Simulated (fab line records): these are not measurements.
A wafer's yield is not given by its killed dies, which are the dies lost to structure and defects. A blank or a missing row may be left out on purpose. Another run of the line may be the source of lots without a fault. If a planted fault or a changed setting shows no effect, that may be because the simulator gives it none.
Which tool is to blame? -- flow sky130 -- 11 lots with 33 wafers sampled at 5 steps, on a route of 708 steps

WHAT THE GAUGES SHOWED, per wafer
Not one reading of a measure or inspect step in the record can be checked against a usual standard deviation.

WHICH TOOL RAN EACH LOT (tool, then ch and the chambers of the sampled wafers, then the start)
lot,SKY_CAP2M_METAL_ETCH_13,SKY_CAP2M_STRIP_14,SKY_METAL4_DESCUM_15,SKY_VIA4_ETCH_12,SKY_PAD_OPEN_PROBE_99
L336,"rie-metal-04 ch 0,1, day 40 12:05","plasma-asher-01 ch 0,1, day 40 12:10","rie-metal-01 ch 1, day 41 12:32","rie-diel-01 ch 0,2,3, day 42 13:37",-
L337,"rie-metal-03 ch 0,1, day 41 04:28","plasma-asher-01 ch 0,1, day 41 04:32","rie-metal-01 ch 0,1, day 42 05:11","rie-diel-04 ch 0,2,3, day 43 04:46",-
L338,"rie-metal-03 ch 0,1, day 41 07:08","plasma-asher-03 ch 0,1, day 41 07:13","rie-metal-04 ch 0, day 42 08:05","rie-diel-02 ch 0,2, day 43 08:11","prober-01, day 46 05:47"
L340,"rie-metal-01 ch 0,1, day 42 11:57","plasma-asher-03 ch 0,1, day 42 12:02","rie-metal-02 ch 0,1, day 43 12:16","rie-diel-02 ch 0,1,2, day 44 11:55","prober-01, day 47 06:40"
L341,"rie-metal-01 ch 0,1, day 42 17:47","plasma-asher-01 ch 0,1, day 42 17:52","rie-metal-02 ch 0,1, day 43 17:35","rie-diel-01 ch 0,3, day 44 17:10",-
L342,"rie-metal-01 ch 1, day 42 20:35","plasma-asher-04 ch 0,1, day 42 20:40","rie-metal-04 ch 0,1, day 43 20:24","rie-diel-02 ch 0,1,3, day 44 19:32","prober-01, day 47 12:13"
L344,"rie-metal-01 ch 0,1, day 43 13:46","plasma-asher-04 ch 0,1, day 43 13:50","rie-metal-04 ch 0,1, day 44 12:55","rie-diel-01 ch 0,2,3, day 45 11:49",-
L346,"rie-metal-01 ch 0, day 44 07:15","plasma-asher-04 ch 1, day 44 07:20","rie-metal-04 ch 0,1, day 45 05:44","rie-diel-02 ch 1,2,3, day 46 04:34","prober-02, day 48 15:38"
L350,"rie-metal-01 ch 0,1, day 45 07:46","plasma-asher-03 ch 0,1, day 45 07:50","rie-metal-01 ch 0,1, day 46 05:22","rie-diel-02 ch 0,1, day 47 03:31","prober-01, day 49 18:27"
L353,"rie-metal-03 ch 0,1, day 45 22:52","plasma-asher-03 ch 0,1, day 45 22:56","rie-metal-02 ch 0,1, day 46 19:11","rie-diel-02 ch 1,2,3, day 47 15:56","prober-01, day 50 03:32"
L358,"rie-metal-01 ch 0,1, day 46 19:08","plasma-asher-04 ch 0,1, day 46 19:13","rie-metal-01 ch 0,1, day 47 14:02","rie-diel-04 ch 0,2, day 48 11:16",-
- SKY_CAP2M_METAL_ETCH_13: etches TiN in Cl2/BCl3, stops on SiO2, target depth 220 nm, time 62.9 s.
- SKY_CAP2M_STRIP_14: strips in O2/N2.
- SKY_METAL4_DESCUM_15: chemistry O2, time 8 s.
- SKY_VIA4_ETCH_12: etches SiO2 in C4F8/O2/Ar, stops on TiN, target depth 580 nm.
- SKY_PAD_OPEN_PROBE_99

AS READ BY THE TOOLS THEMSELVES (means over the sampled wafers that have a number; for cases with no such wafer, the mark the record gives instead)
SKY_CAP2M_METAL_ETCH_13. Usual: drypump-motor-current-A 5.8 A, standard deviation 0.57; oes-product-au 0.942 a.u., standard deviation 0.0076; rf-fwd-power-W 890 W, standard deviation 3.5; throttle-valve-pct 21.902 %, standard deviation 0.0096.
lot,tool,drypump-motor-current-A (A),oes-product-au (a.u.),rf-fwd-power-W (W),throttle-valve-pct (%),flag
L336,rie-metal-04,5.9,0.937,893,21.898,
L337,rie-metal-03,5.2,0.943,894,21.900,
L338,rie-metal-03,5.4,0.947,890,21.908,
L340,rie-metal-01,6.3,0.936,888,21.892,
L341,rie-metal-01,6.3,0.949,888,21.904,
L342,rie-metal-01,6.3,0.942,890,21.894,
L344,rie-metal-01,6.3,0.948,887,21.897,
L346,rie-metal-01,6.3,0.941,887,21.898,
L350,rie-metal-01,6.3,0.938,892,21.918,
L353,rie-metal-03,5.2,0.945,891,21.899,
L358,rie-metal-01,6.3,0.936,888,21.902,

SKY_CAP2M_STRIP_14. Usual: drypump-motor-current-A 6.13 A, standard deviation 0.22; oes-product-au 0.711 a.u., standard deviation 0.0045; strip-time-to-endpoint-s 12.64 s, standard deviation 0.051.
lot,tool,drypump-motor-current-A (A),oes-product-au (a.u.),strip-time-to-endpoint-s (s),flag
L336,plasma-asher-01,6.14,0.705,12.62,
L337,plasma-asher-01,6.15,0.705,12.60,
L338,plasma-asher-03,6.02,0.711,12.65,
L340,plasma-asher-03,6.25,0.715,12.68,
L341,plasma-asher-01,6.15,0.711,12.60,
L342,plasma-asher-04,6.18,0.712,12.65,
L344,plasma-asher-04,6.18,0.711,12.61,
L346,plasma-asher-04,6.28,0.708,12.58,
L350,plasma-asher-03,6.03,0.714,12.62,
L353,plasma-asher-03,6.02,0.706,12.60,
L358,plasma-asher-04,6.17,0.711,12.69,

SKY_METAL4_DESCUM_15. Usual: drypump-motor-current-A 6.0 A, standard deviation 0.51; oes-product-au 1.002 a.u., standard deviation 0.013; rf-fwd-power-W 146.8 W, standard deviation 0.63.
lot,tool,drypump-motor-current-A (A),oes-product-au (a.u.),rf-fwd-power-W (W),flag
L336,rie-metal-01,6.3,1.000,146.8,
L337,rie-metal-01,6.3,0.990,146.8,
L338,rie-metal-04,6.4,0.985,146.9,
L340,rie-metal-02,5.9,1.002,147.9,
L341,rie-metal-02,5.9,0.996,147.3,
L342,rie-metal-04,5.4,1.017,146.0,
L344,rie-metal-04,5.9,1.004,146.4,
L346,rie-metal-04,5.4,1.008,146.8,
L350,rie-metal-01,6.2,1.000,146.2,
L353,rie-metal-02,5.9,1.002,147.2,
L358,rie-metal-01,6.3,1.004,146.6,

SKY_VIA4_ETCH_12. Usual: oes-product-au 0.926 a.u., standard deviation 0.004; rf-fwd-power-W 1489 W, standard deviation 5.5.
lot,tool,oes-product-au (a.u.),rf-fwd-power-W (W),flag
L336,rie-diel-01,0.928,1484,
L337,rie-diel-04,0.924,1486,
L338,rie-diel-02,0.924,1495,
L340,rie-diel-02,0.926,1492,
L341,rie-diel-01,0.927,1482,
L342,rie-diel-02,0.930,1492,
L344,rie-diel-01,0.925,1486,
L346,rie-diel-02,0.931,1493,
L350,rie-diel-02,0.924,1491,
L353,rie-diel-02,0.923,1493,
L358,rie-diel-04,0.923,1490,

SKY_PAD_OPEN_PROBE_99. Usual: defect-limited-yield 82.5 %, standard deviation 1.9; killed_at_M0_to_M3 44, standard deviation 7.3; killed_at_M4_up 3.1, standard deviation 1.9; killed-at-contacts 24, standard deviation 5.3; killed-at-front-end 15, standard deviation 4; killed-at-other 0.4, standard deviation 0.6; killed-dies 86, standard deviation 9.2; killed-open 47, standard deviation 6.9; killed-short 39, standard deviation 6.9; sort_bin_3_pad_short 0.8 %, standard deviation 0.41; sort_bin_5_function 10.6 %, standard deviation 1.5; sort_bin_6_memory 6.1 %, standard deviation 1.1; sort-n-pass 406, standard deviation 9.2; sort-yield-pct 82.5 %, standard deviation 1.9.
lot,tool,defect-limited-yield (%),killed_at_M0_to_M3,killed_at_M4_up,killed-at-contacts,killed-at-front-end,killed-at-other,killed-dies,killed-open,killed-short,sort_bin_3_pad_short (%),sort_bin_5_function (%),sort_bin_6_memory (%),sort-n-pass,sort-yield-pct (%),flag
L338,prober-01,83.4,44,3.3,19,15,0.7,82,45,36,0.9,8.9,6.8,410,83.4,
L340,prober-01,81.2,46,1.0,27,17,1.0,92,52,40,0.9,11.5,6.3,400,81.2,
L342,prober-01,83.5,46,2.0,19,14,0.0,81,37,44,1.1,10.6,4.9,411,83.5,
L346,prober-02,80.2,57,3.0,19,18,0.7,97,53,44,0.6,11.8,7.4,395,80.2,
L350,prober-01,77.1,41,39.0,20,12,0.3,112,40,35,2.1,14.9,5.8,380,77.1,OFF
L353,prober-01,76.9,48,28.0,20,17,0.7,114,49,38,1.5,14.4,7.2,378,76.9,OFF

THE ANSWER, worked out from the rows above alone
Rule: lot off if the mean of its wafers having a number is beyond 3 standard deviations from the usual mean. Also off: a lot with no number at a reading for which 4 or more lots have one. The other lots that the step has rows for count as sound. First the gauges in route order, then the tools' own readings, where a lot's mean is used as printed above. The first step at which some lot is off is used, and at that step the reading that is off furthest; a lot without a number counts as furthest.
Off: L350, L353 (SKY_PAD_OPEN_PROBE_99, killed_at_M4_up). Neither off nor sound, because the step has no rows for them: L336, L337, L341, L344, L358.
A tool fits if, at that step or a process step before it, it ran every lot that is off, and no sound lot after the first of them. Can't be told from this: 3 tools fit, plasma-asher-03 at SKY_CAP2M_STRIP_14, rie-diel-02 at SKY_VIA4_ETCH_12, prober-01 at SKY_PAD_OPEN_PROBE_99.

WHAT THE SIMULATOR HAD PUT IN
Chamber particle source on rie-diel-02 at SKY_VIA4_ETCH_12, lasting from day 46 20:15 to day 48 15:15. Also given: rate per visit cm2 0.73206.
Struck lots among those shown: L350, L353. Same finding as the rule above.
